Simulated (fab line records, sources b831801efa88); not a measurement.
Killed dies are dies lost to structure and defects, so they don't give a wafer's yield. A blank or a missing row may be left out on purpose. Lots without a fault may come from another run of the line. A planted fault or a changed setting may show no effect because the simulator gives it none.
Which tool did it? | flow gf180mcu | 24 lots, 72 wafers sampled, at 3 steps of a route of 602

WHAT THE GAUGES READ, wafer by wafer
GF_V1_OVL_MEAS_15. Usual: V1_OVL 1 nm, standard deviation 5.5.
lot  | measured     | on         | V1_OVL (nm) | flag
L074 | day 18 08:31 | overlay-01 | 7 -6 -6     |
L075 | day 19 00:35 | overlay-01 | 9 9 6       |
L076 | day 19 00:47 | overlay-01 | -2 -8 -2    |
L078 | day 19 14:55 | overlay-02 | -3 -1 2     |
L077 | day 19 19:07 | overlay-02 | -6 -5 -4    |
L079 | day 20 02:41 | overlay-01 | 0 -3 3      |
L080 | day 20 13:05 | overlay-02 | 3 0 -1      |
L081 | day 20 23:17 | overlay-02 | 0 4 4       |
L082 | day 21 00:14 | overlay-01 | 0 -7 -4     |
L083 | day 21 13:37 | overlay-01 | 2 1 9       |
L084 | day 21 23:12 | overlay-02 | 3 7 5       |
L085 | day 22 07:41 | overlay-01 | -5 -2 -3    |
L086 | day 22 16:31 | overlay-01 | 1 -4 -8     |
L087 | day 22 22:35 | overlay-02 | -2 -9 -8    |
L088 | day 23 09:48 | overlay-01 | -2 -2 -3    |
L089 | day 23 18:56 | overlay-02 | 0 3 -5      |
L090 | day 24 00:28 | overlay-01 | -3 -2 -1    |
L091 | day 24 08:38 | overlay-02 | 7 2 3       |
L092 | day 24 16:52 | overlay-01 | 4 9 7       |
L093 | day 25 00:55 | overlay-02 | -2 0 1      |
L094 | day 25 04:02 | overlay-02 | 6 6 2       |
L095 | day 25 10:39 | overlay-01 | -1 5 7      |
L096 | day 25 18:44 | overlay-02 | 10 11 5     |
L097 | day 26 03:54 | overlay-02 | -3 -9 -2    |

GF_V1_THK_MEAS_25: measures by xrf. Usual: V1_W_THK 359 nm, standard deviation 5.3.
lot  | measured     | on            | V1_W_THK (nm) | flag
L074 | day 18 09:33 | film_metro-01 | 354 354 354   |
L075 | day 19 01:37 | film_metro-01 | 359 357 360   |
L076 | day 19 01:49 | film_metro-02 | 365 362 359   |
L078 | day 19 15:57 | film_metro-03 | 357 356 365   |
L077 | day 19 20:10 | film_metro-03 | 367 363 365   |
L079 | day 20 03:44 | film_metro-03 | 366 360 365   |
L080 | day 20 14:14 | film_metro-01 | 356 355 356   |
L081 | day 21 00:19 | film_metro-02 | 360 362 357   |
L082 | day 21 01:17 | film_metro-02 | 363 354 352   |
L083 | day 21 14:40 | film_metro-02 | 362 362 366   |
L084 | day 22 00:16 | film_metro-02 | 364 366 372   |
L085 | day 22 08:43 | film_metro-01 | 356 357 358   |
L086 | day 22 17:34 | film_metro-02 | 371 365 375   |
L087 | day 22 23:37 | film_metro-01 | 351 354 352   |
L088 | day 23 10:50 | film_metro-01 | 365 353 361   |
L089 | day 23 19:58 | film_metro-02 | 359 361 366   |
L090 | day 24 01:37 | film_metro-03 | 354 351 358   |
L091 | day 24 09:40 | film_metro-02 | 359 358 361   |
L092 | day 24 17:57 | film_metro-03 | 364 370 360   |
L093 | day 25 01:59 | film_metro-02 | 362 368 365   |
L094 | day 25 05:05 | film_metro-02 | 348 350 356   |
L095 | day 25 11:41 | film_metro-02 | 353 354 355   |
L096 | day 25 19:46 | film_metro-03 | 359 355 353   |
L097 | day 26 04:58 | film_metro-01 | 356 357 354   |

WHICH TOOL RAN EACH LOT (tool, then ch and the chambers of the sampled wafers, then the start)
lot  | GF_CONTACT_SPUTTER_22
L074 | pvd_sputter-03, day 16 08:52
L075 | pvd_sputter-02, day 16 19:14
L076 | pvd_sputter-03, day 16 23:26
L078 | pvd_sputter-02, day 17 13:50
L077 | pvd_sputter-02, day 17 16:32
L079 | pvd_sputter-02, day 18 00:36
L080 | pvd_sputter-01, day 18 09:17
L081 | pvd_sputter-03, day 18 19:56
L082 | pvd_sputter-02, day 18 21:34
L083 | pvd_sputter-02, day 19 10:27
L084 | pvd_sputter-03, day 19 20:44
L085 | pvd_sputter-03, day 20 05:38
L086 | pvd_sputter-03, day 20 15:01
L087 | pvd_sputter-03, day 20 20:14
L088 | pvd_sputter-03, day 21 08:48
L089 | pvd_sputter-01, day 21 19:20
L090 | pvd_sputter-03, day 22 00:29
L091 | pvd_sputter-02, day 22 08:26
L092 | pvd_sputter-03, day 22 18:02
L093 | pvd_sputter-01, day 23 02:21
L094 | pvd_sputter-03, day 23 04:59
L095 | pvd_sputter-01, day 23 11:53
L096 | pvd_sputter-02, day 23 21:08
L097 | pvd_sputter-03, day 24 06:37
- GF_CONTACT_SPUTTER_22: material Ti, target thk 15 nm, time 80.02 s.

WHAT THE TOOLS THEMSELVES READ (means of the sampled wafers that have a number; where no wafer has one, the mark that the record gives instead)
GF_CONTACT_SPUTTER_22. Usual: throttle_valve_pct 30.1 %, standard deviation 0.75.
lot  | tool           | throttle_valve_pct (%) | flag
L074 | pvd_sputter-03 | 29.8                   |
L075 | pvd_sputter-02 | 29.5                   |
L076 | pvd_sputter-03 | 30.3                   |
L078 | pvd_sputter-02 | 29.9                   |
L077 | pvd_sputter-02 | 29.3                   |
L079 | pvd_sputter-02 | 30.0                   |
L080 | pvd_sputter-01 | 30.3                   |
L081 | pvd_sputter-03 | 30.3                   |
L082 | pvd_sputter-02 | 29.6                   |
L083 | pvd_sputter-02 | 29.4                   |
L084 | pvd_sputter-03 | 30.4                   |
L085 | pvd_sputter-03 | 30.6                   |
L086 | pvd_sputter-03 | 30.3                   |
L087 | pvd_sputter-03 | 29.6                   |
L088 | pvd_sputter-03 | 30.0                   |
L089 | pvd_sputter-01 | 30.4                   |
L090 | pvd_sputter-03 | 30.4                   |
L091 | pvd_sputter-02 | 29.7                   |
L092 | pvd_sputter-03 | 30.3                   |
L093 | pvd_sputter-01 | 30.4                   |
L094 | pvd_sputter-03 | 29.8                   |
L095 | pvd_sputter-01 | 30.3                   |
L096 | pvd_sputter-02 | 29.7                   |
L097 | pvd_sputter-03 | 30.4                   |

THE ANSWER, worked out from the rows above alone
Rule: a lot is off if the mean of its wafers that have a number lies more than 3 standard deviations from the usual mean. A lot without any number at a reading at which 4 lots or more have one is off too. The other lots that the step has rows for count as sound. The gauges are gone through in route order, then the tools' own readings, and for those a lot's mean is taken as printed above. The first step at which some lot is off is used, and at that step the reading that is off furthest; a lot without a number counts as furthest.
No lot is off at any reading shown: from this, nothing can be told.

WHAT THE SIMULATOR HAD PUT IN
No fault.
